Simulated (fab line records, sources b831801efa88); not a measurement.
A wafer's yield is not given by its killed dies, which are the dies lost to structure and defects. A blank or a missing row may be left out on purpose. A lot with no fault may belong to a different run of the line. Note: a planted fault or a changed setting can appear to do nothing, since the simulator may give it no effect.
Comparing a struck lot with a sound one	flow sky130	43 out of 708 route steps
Sound: the wafers L448.1, L448.4, L448.5. Struck: wafer L454.3 (L454.1, L454.2, from the same lot, were not struck and are left out); the cause is given at the end.
Per side, at each step with rows, come the tool, then ch with its chambers, and then its first start. Under that, the readings that differ: sound wafers	struck wafers	difference of the means	sigmas: that difference in standard deviations of wafers without a fault.
alike: a reading whose means differ by less than 2 such deviations, as well as words and numbers matching on both sides. not compared: withheld readings; readings where some wafer has no value; bounds like >300 that might hide an equal value; numbers whose values overlap and for which the record gives no deviation.
Wherever a step has rows on one side only, a row that says differs or no value, or a row with sigmas, the two part there. Numbers that have no deviation but don't overlap get no sigmas and don't part them. Lack of a reading on every wafer of one side parts them only where that side has two or more wafers.

SKY_VIA1_CMP_02: polishes SiO2.
  sound on cmp-01 ch 1,3, day 33 04:25; struck on cmp-02 ch 0, day 34 20:51
  alike: motor current A, retaining ring pressure frac
SKY_VIA1_BOW_MEAS_03:
  struck on film metro-01, day 34 21:09; sound on film metro-03, day 33 04:40
  alike: VIA1_BOW
then, 8 steps without rows for these wafers: SKY_VIA1_DEHYDRATE_04 (time 60 s); SKY_VIA1_HMDS_05 (prime time 60 s); SKY_VIA1_COAT_06 (resist thk 60 nm); SKY_VIA1_COAT_07 (resist thk 450 nm); SKY_VIA1_SOFTBAKE_08 (time 90 s); SKY_VIA1_EXPOSE_09 (exposes mask VIM, target cd 150 nm); SKY_VIA1_PEB_10; SKY_VIA1_DEVELOP_11 (develop time 60 s).
SKY_VIA1_CD_MEAS_12: target cd 150 nm.
  struck on cd sem-02, day 36 00:13; sound on cd sem-02, day 34 07:55
  alike: cd nm
SKY_VIA1_OVL_MEAS_13:
  struck on overlay-01, day 36 00:20; sound on overlay-01, day 34 08:02
  alike: VIA1_OVL
SKY_VIA1_ETCH_14: etches BARC in N2/H2, stops on SiO2, time 45.9 s, target depth 60 nm.
  sound on rie diel-04 ch 2,3, day 34 08:05; struck on rie diel-04 ch 3, day 36 00:22
  alike: drypump motor current A, oes product au, rf fwd power W, throttle valve pct
  not compared: rf hours counter h
SKY_VIA1_ETCH_15: etches SiO2 in C4F8/O2/Ar, stops on TiN, target depth 351 nm, time 54 s.
  sound on rie diel-04 ch 2,3, day 34 08:08; struck on rie diel-04 ch 3, day 36 00:25
  alike: oes product au, rf fwd power W
  not compared: rf hours counter h
SKY_VIA1_STRIP_16: strips in O2/N2.
  sound on plasma asher-02 ch 0,1, day 34 08:13; struck on plasma asher-02 ch 1, day 36 00:28
  alike: drypump motor current A, oes product au, strip time to endpoint s
  not compared: rf hours counter h
then, 5 steps without rows for these wafers: SKY_VIA1_STRIP_17 (strips in post etch residue remover, time 1200 s); SKY_VIA1_CLEAN_18 (cleans in IPA, time 180 s); SKY_VIA1_CLEAN_19 (cleans in O3/DIW); SKY_VIA1_SPUTTER_20 (material TiN, target thk 20 nm, time 80 s); SKY_VIA1_CVD_21 (deposits W, target thk 270 nm, time 80.902 s).
SKY_VIA1_RS_MEAS_22: measurement is done with a four-point probe.
  struck on film metro-03, day 36 01:12; sound on film metro-02, day 34 08:57
  alike: VIA1_W_RS
SKY_VIA1_THK_MEAS_23: measures by xrf.
  struck on film metro-03, day 36 01:19; sound on film metro-02, day 34 09:04
  alike: VIA1_W_THK
then, 2 steps without rows for these wafers: SKY_VIA1_CMP_24 (polishes, stops on SiO2, t overpolish 15 s, target thk 0 nm); SKY_METAL2_SPUTTER_00 (material Ti, target thk 15 nm, time 10 s).
SKY_METAL2_SPUTTER_01: material TiN, target thk 20 nm, time 16.7 s.
  struck on pvd sputter-03, day 36 01:43; sound on pvd sputter-02, day 34 09:28
  alike: throttle valve pct
SKY_METAL2_SPUTTER_02: material AlCu, target thk 250 nm, time 13.3 s.
  struck on pvd sputter-03, day 36 01:44; sound on pvd sputter-02, day 34 09:29
  alike: throttle valve pct
then, 2 steps without rows for these wafers: SKY_METAL2_SPUTTER_03 (material Ti, target thk 5 nm, time 3.3 s); SKY_METAL2_SPUTTER_04 (material TiN, target thk 70 nm, time 58.3 s).
SKY_METAL2_RS_MEAS_05: measurement is done with a four-point probe.
  struck on film metro-04, day 36 01:49; sound on film metro-03, day 34 09:34
  alike: METAL2_ALCU_RS
SKY_METAL2_THK_MEAS_06: measures by xrf.
  struck on film metro-04, day 36 01:56; sound on film metro-03, day 34 09:41
  alike: METAL2_ALCU_THK
then, 8 steps without rows for these wafers: SKY_METAL2_DEHYDRATE_07 (time 60 s); SKY_METAL2_HMDS_08 (prime time 60 s); SKY_METAL2_COAT_09 (resist thk 60 nm); SKY_METAL2_COAT_10 (resist thk 450 nm); SKY_METAL2_SOFTBAKE_11 (time 90 s); SKY_METAL2_EXPOSE_12 (exposes mask MM2, target cd 140 nm); SKY_METAL2_PEB_13; SKY_METAL2_DEVELOP_14 (develop time 60 s).
SKY_METAL2_CD_MEAS_15: target cd 140 nm.
  struck on cd sem-02, day 37 03:46; sound on cd sem-01, day 35 11:54
  alike: cd nm
SKY_METAL2_OVL_MEAS_16:
  struck on overlay-02, day 37 03:53; sound on overlay-01, day 35 12:01
  alike: METAL2_OVL
then, 2 steps without rows for these wafers: SKY_METAL2_DESCUM_17 (chemistry O2, time 8 s); SKY_METAL2_ETCH_18 (etches BARC in N2/H2, stops on SiO2, time 45.9 s, target depth 60 nm).
-- the record jumps here: 10 days lie between the struck wafers' starts before and after (it left off in module METAL2 and takes up again in module PAD_OPEN, whose first step shown is number 708 of the route) --
SKY_PAD_OPEN_PROBE_99:
  struck on prober-02, day 47 09:26; sound on prober-02, day 46 01:18
reading	sound	struck	difference	sigmas
defect limited yield (%)	79.7 82.3 84.1	76.8	-5.2	-3
killed_at_M0_to_M3	52 43 40	75	+30	+4
killed dies	100 87 78	114	+26	+3
sort_bin_3_pad_short (%)	1.2 1.0 1.2	3.0	+1.9	+5
sort_bin_5_function (%)	13.2 10.4 10.4	14.4	+3.1	+2
sort n pass	392 405 414	378	-26	-3
sort yield pct (%)	79.7 82.3 84.1	76.8	-5.2	-3
model.etest.tester.sort n pass	392 405 414	378	-26	
model.etest.tester.sort yield pct (%)	79.67 82.32 84.15	76.83	-5.22	
model.etest.tester.sort_bin_5_pct (%)	13.21 10.37 10.37	14.43	+3.11	
model.etest.tester.sort_bin_3_pct (%)	1.22 1.016 1.22	3.049	+1.897	
  alike: killed_at_M4_up, killed at contacts, killed at front end, killed at other, killed open, killed short, sort_bin_6_memory

## WHERE THEY PART
At SKY_PAD_OPEN_PROBE_99 and nowhere else, as far as this record goes.

WHY: what had been put in by the simulator
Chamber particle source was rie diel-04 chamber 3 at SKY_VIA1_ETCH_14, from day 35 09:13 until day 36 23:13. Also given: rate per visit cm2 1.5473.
